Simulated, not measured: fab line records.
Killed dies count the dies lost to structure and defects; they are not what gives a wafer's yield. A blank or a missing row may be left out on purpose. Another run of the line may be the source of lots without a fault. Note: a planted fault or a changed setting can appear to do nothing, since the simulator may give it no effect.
Which tool was responsible? / flow gf180mcu / 12 lots with 36 wafers sampled at 5 steps, on a route of 602 steps

WHAT THE GAUGES SHOWED, per wafer
GF_M4_RS_MEAS_05: measures by four-point-probe.
lot=L075; measured=day 23 14:40; on=film metro-02; M4_ALCU_RS (ohm/sq)=0.0690 0.0696 0.0696
lot=L077; measured=day 24 05:57; on=film metro-02; M4_ALCU_RS (ohm/sq)=0.0705 0.0705 0.0698
lot=L079; measured=day 24 20:59; on=film metro-03; M4_ALCU_RS (ohm/sq)=0.0686 0.0679 0.0681
lot=L081; measured=day 25 16:39; on=film metro-02; M4_ALCU_RS (ohm/sq)=0.0701 0.0696 0.0699
lot=L083; measured=day 26 07:44; on=film metro-03; M4_ALCU_RS (ohm/sq)=0.0684 0.0692 0.0688
lot=L085; measured=day 26 17:55; on=film metro-03; M4_ALCU_RS (ohm/sq)=0.0713 0.0702 0.0710
lot=L087; measured=day 27 13:28; on=film metro-02; M4_ALCU_RS (ohm/sq)=0.0695 0.0694 0.0689
lot=L089; measured=day 28 02:29; on=film metro-02; M4_ALCU_RS (ohm/sq)=0.0690 0.0687 0.0690
lot=L091; measured=day 28 15:27; on=film metro-03; M4_ALCU_RS (ohm/sq)=0.0705 0.0703 0.0708
lot=L093; measured=day 29 04:32; on=film metro-03; M4_ALCU_RS (ohm/sq)=0.0689 0.0688 0.0687
lot=L095; measured=day 29 20:35; on=film metro-03; M4_ALCU_RS (ohm/sq)=0.0688 0.0691 0.0685
lot=L097; measured=day 30 06:44; on=film metro-03; M4_ALCU_RS (ohm/sq)=0.0697 0.0706 0.0700

TOOL THAT RAN EACH LOT (tool first, then ch and the chambers of the sampled wafers, then the start)
lot=L075; GF_V1_CVD_02=pecvd-04 ch 0,1, day 18 04:22; GF_M2_SPUTTER_01=pvd sputter-03, day 19 07:20; GF_V2_CMP_04=cmp-02 ch 0,1,2, day 20 09:19; GF_V3_STRIP_18=plasma asher-04 ch 0,1, day 23 13:13
lot=L077; GF_V1_CVD_02=pecvd-03 ch 0,2, day 18 20:57; GF_M2_SPUTTER_01=pvd sputter-02, day 19 23:51; GF_V2_CMP_04=cmp-02 ch 0,3, day 21 01:29; GF_V3_STRIP_18=plasma asher-04 ch 0,1, day 24 04:17
lot=L079; GF_V1_CVD_02=pecvd-03 ch 0,2, day 19 13:46; GF_M2_SPUTTER_01=pvd sputter-02, day 20 16:51; GF_V2_CMP_04=cmp-02 ch 0,1, day 21 17:41; GF_V3_STRIP_18=plasma asher-04 ch 0,1, day 24 19:29
lot=L081; GF_V1_CVD_02=pecvd-01 ch 0,1,2, day 20 13:01; GF_M2_SPUTTER_01=pvd sputter-01, day 21 15:36; GF_V2_CMP_04=cmp-01 ch 0,2,3, day 22 16:48; GF_V3_STRIP_18=plasma asher-02 ch 0,1, day 25 15:12
lot=L083; GF_V1_CVD_02=pecvd-03 ch 0,1,2, day 21 05:40; GF_M2_SPUTTER_01=pvd sputter-02, day 22 07:56; GF_V2_CMP_04=cmp-02 ch 0,1,2, day 23 08:38; GF_V3_STRIP_18=plasma asher-03 ch 0,1, day 26 06:15
lot=L085; GF_V1_CVD_02=pecvd-03 ch 0,1, day 21 15:58; GF_M2_SPUTTER_01=pvd sputter-02, day 22 18:02; GF_V2_CMP_04=cmp-02 ch 0,1,3, day 23 19:08; GF_V3_STRIP_18=plasma asher-02 ch 0,1, day 26 16:28
lot=L087; GF_V1_CVD_02=pecvd-04 ch 0,1,2, day 22 13:49; GF_M2_SPUTTER_01=pvd sputter-02, day 23 14:44; GF_V2_CMP_04=cmp-02 ch 1,2,3, day 24 14:38; GF_V3_STRIP_18=plasma asher-02 ch 0,1, day 27 12:01
lot=L089; GF_V1_CVD_02=pecvd-03 ch 0,1, day 23 05:34; GF_M2_SPUTTER_01=pvd sputter-02, day 24 06:34; GF_V2_CMP_04=cmp-01 ch 0,2,3, day 25 06:50; GF_V3_STRIP_18=plasma asher-02 ch 1, day 28 01:01
lot=L091; GF_V1_CVD_02=pecvd-01 ch 0,1,2, day 23 20:44; GF_M2_SPUTTER_01=pvd sputter-02, day 24 21:09; GF_V2_CMP_04=cmp-02 ch 1,2,3, day 25 20:55; GF_V3_STRIP_18=plasma asher-04 ch 0,1, day 28 13:55
lot=L093; GF_V1_CVD_02=pecvd-04 ch 0,1,2, day 24 12:00; GF_M2_SPUTTER_01=pvd sputter-02, day 25 11:50; GF_V2_CMP_04=cmp-01 ch 1,2,3, day 26 10:20; GF_V3_STRIP_18=plasma asher-03 ch 0,1, day 29 02:57
lot=L095; GF_V1_CVD_02=pecvd-04 ch 1,2, day 25 04:43; GF_M2_SPUTTER_01=pvd sputter-02, day 26 04:14; GF_V2_CMP_04=cmp-02 ch 0,1, day 27 03:09; GF_V3_STRIP_18=plasma asher-04 ch 0,1, day 29 19:04
lot=L097; GF_V1_CVD_02=pecvd-03 ch 0,1, day 25 17:02; GF_M2_SPUTTER_01=pvd sputter-01, day 26 16:20; GF_V2_CMP_04=cmp-01 ch 1,3, day 27 14:44; GF_V3_STRIP_18=plasma asher-03 ch 0,1, day 30 05:16
- GF_V1_CVD_02: deposits SiO2 from TEOS, target thk 850 nm, time 94.851 s.
- GF_M2_SPUTTER_01: material TiN, target thk 30 nm, time 25 s.
- GF_V2_CMP_04: polishes SiO2.
- GF_V3_STRIP_18: strips in O2/N2.

THE ANSWER, worked out from the rows above alone
Rule: what is usual is taken from the lots themselves. Put in order of their means at a reading, lots are off if they are a third of the lots or fewer, leave a main group of 4 or more, and stand apart from it by a gap of 3 or more times the standard deviation of the main group's means; of several such gaps the widest counts. The tables above print the reading to a certain number of digits; a main group whose means all agree to those digits is not used. Also off: a lot with no number at a reading for which 4 or more lots have one. Where the step has rows for the other lots, those lots are counted as sound.
Nothing can be told from this: no lot is off at any reading shown.

WHAT THE SIMULATOR HAD INSERTED
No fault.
